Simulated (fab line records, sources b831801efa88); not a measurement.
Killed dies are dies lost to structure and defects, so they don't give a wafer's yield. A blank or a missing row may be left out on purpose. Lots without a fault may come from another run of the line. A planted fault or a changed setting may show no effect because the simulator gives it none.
Tool commonality check | flow sky130 | 12 lots, 42 wafers sampled

WHY IT WAS OPENED
At SKY_SD_P_TW_MEAS_11 the reading SD_P_TW is flagged on 2 of 12 lots. Wafers without a fault read 2857, standard deviation 23.
Rule: a lot is flagged when every wafer of it that has a number lies more than 4 standard deviations from that mean, or none has a number. The other lots count as sound.

lot  | measured     | on            | SD_P_TW, wafer by wafer | flag
L410 | day 24 21:10 | film_metro-04 | 2885 2862 2849          |
L411 | day 25 19:31 | film_metro-04 | 2892 2882 2893          |
L412 | day 25 21:41 | film_metro-03 | 2857 2871 2864          |
L420 | day 29 06:58 | film_metro-02 | 30 30 30 30 30 30       | FLAGGED
L421 | day 29 09:20 | film_metro-03 | 2880 2868 2879          |
L422 | day 29 17:01 | film_metro-04 | 30 30 30 30 31 30       | FLAGGED
L424 | day 30 05:14 | film_metro-04 | 2863 2874 2860          |
L425 | day 30 15:51 | film_metro-02 | 2817 2807 2823          |
L427 | day 31 08:35 | film_metro-03 | 2884 2883 2881          |
L430 | day 32 01:19 | film_metro-04 | 2868 2865 2872          |
L432 | day 32 20:43 | film_metro-04 | 2851 2856 2877          |
L433 | day 34 03:14 | film_metro-02 | 2827 2833 2822          |
The numbers of the flagged lots are 30 on average: -2827 against the usual, or -99 or more standard deviations.

WHICH TOOL RAN EACH LOT
The record holds 2 process steps before the reading, out of a route of 708 steps. In each cell: the tool, then ch and the chambers that the sampled wafers went through, then the start.
lot  | flag    | SKY_SPACER_ETCHBACK_02             | SKY_SD_P_DEVELOP_06
L410 |         | rie_diel-01 ch 0,2, day 22 08:59   | litho_track-01 ch 0, day 24 20:38
L411 |         | rie_diel-02 ch 0,1, day 23 08:14   | litho_track-01 ch 0, day 25 18:58
L412 |         | rie_diel-01 ch 1,2,3, day 23 10:31 | litho_track-02 ch 0, day 25 21:11
L420 | FLAGGED | rie_diel-01 ch 0,3, day 26 19:33   | litho_track-01 ch 0, day 29 06:26
L421 |         | rie_diel-04 ch 0,2, day 26 22:07   | litho_track-04 ch 0, day 29 08:46
L422 | FLAGGED | rie_diel-02 ch 0,2,3, day 27 06:16 | litho_track-01 ch 0, day 29 16:29
L424 |         | rie_diel-01 ch 2,3, day 27 19:26   | litho_track-04 ch 0, day 30 04:40
L425 |         | rie_diel-04 ch 1,3, day 28 07:35   | litho_track-04 ch 0, day 30 15:16
L427 |         | rie_diel-02 ch 1,2,3, day 29 01:32 | litho_track-04 ch 0, day 31 08:01
L430 |         | rie_diel-02 ch 1,2,3, day 29 18:19 | litho_track-02 ch 0, day 32 00:45
L432 |         | rie_diel-02 ch 1,3, day 30 12:16   | litho_track-02 ch 0, day 32 20:10
L433 |         | rie_diel-02 ch 2,3, day 31 22:25   | litho_track-04 ch 0, day 34 02:42
What these steps do:
- SKY_SPACER_ETCHBACK_02: etches Si3N4 in CH3F/O2, stops on SiO2, time 46.7 s, target depth 45 nm.
- SKY_SD_P_DEVELOP_06: develop time 60 s.
- SKY_SD_P_TW_MEAS_11

FLAGGED OVER TOTAL, TOOL BY TOOL (the gauges that took the reading come last)
step                   | tool           | lots run | flagged | share of the flagged lots | sound lots run after its first flagged lot
SKY_SPACER_ETCHBACK_02 | rie_diel-01    | 4        | 1       | some                      | 1 (L424)
SKY_SPACER_ETCHBACK_02 | rie_diel-02    | 6        | 1       | some                      | 4 (L427,L430,L432,L433)
SKY_SPACER_ETCHBACK_02 | rie_diel-04    | 2        | 0       | none                      | -
SKY_SD_P_DEVELOP_06    | litho_track-01 | 4        | 2       | all                       | 0
SKY_SD_P_DEVELOP_06    | litho_track-02 | 3        | 0       | none                      | -
SKY_SD_P_DEVELOP_06    | litho_track-04 | 5        | 0       | none                      | -
SKY_SD_P_TW_MEAS_11    | film_metro-02  | 3        | 1       | some                      | 2 (L425,L433)
SKY_SD_P_TW_MEAS_11    | film_metro-03  | 3        | 0       | none                      | -
SKY_SD_P_TW_MEAS_11    | film_metro-04  | 6        | 1       | some                      | 3 (L424,L430,L432)

WHAT THE TABLE ALLOWS
1 row of the table ran every flagged lot: litho_track-01 at SKY_SD_P_DEVELOP_06.
- litho_track-01 at SKY_SD_P_DEVELOP_06: 2 of its 4 lots flagged. Its last sound lot is L411 (day 25 18:58), its first flagged lot L420 (day 29 06:26): a fault that began between those two fits.
One tool is left: litho_track-01 at SKY_SD_P_DEVELOP_06.

WHAT THE SIMULATOR HAD PUT IN
Process parameter drift: litho_track-01, from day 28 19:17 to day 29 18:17, at SKY_SD_P_DEVELOP_06. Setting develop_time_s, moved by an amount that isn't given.
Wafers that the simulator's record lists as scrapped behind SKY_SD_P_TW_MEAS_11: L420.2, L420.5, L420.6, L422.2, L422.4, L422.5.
Lots struck among those shown: L420, L422. The rule above found the same.
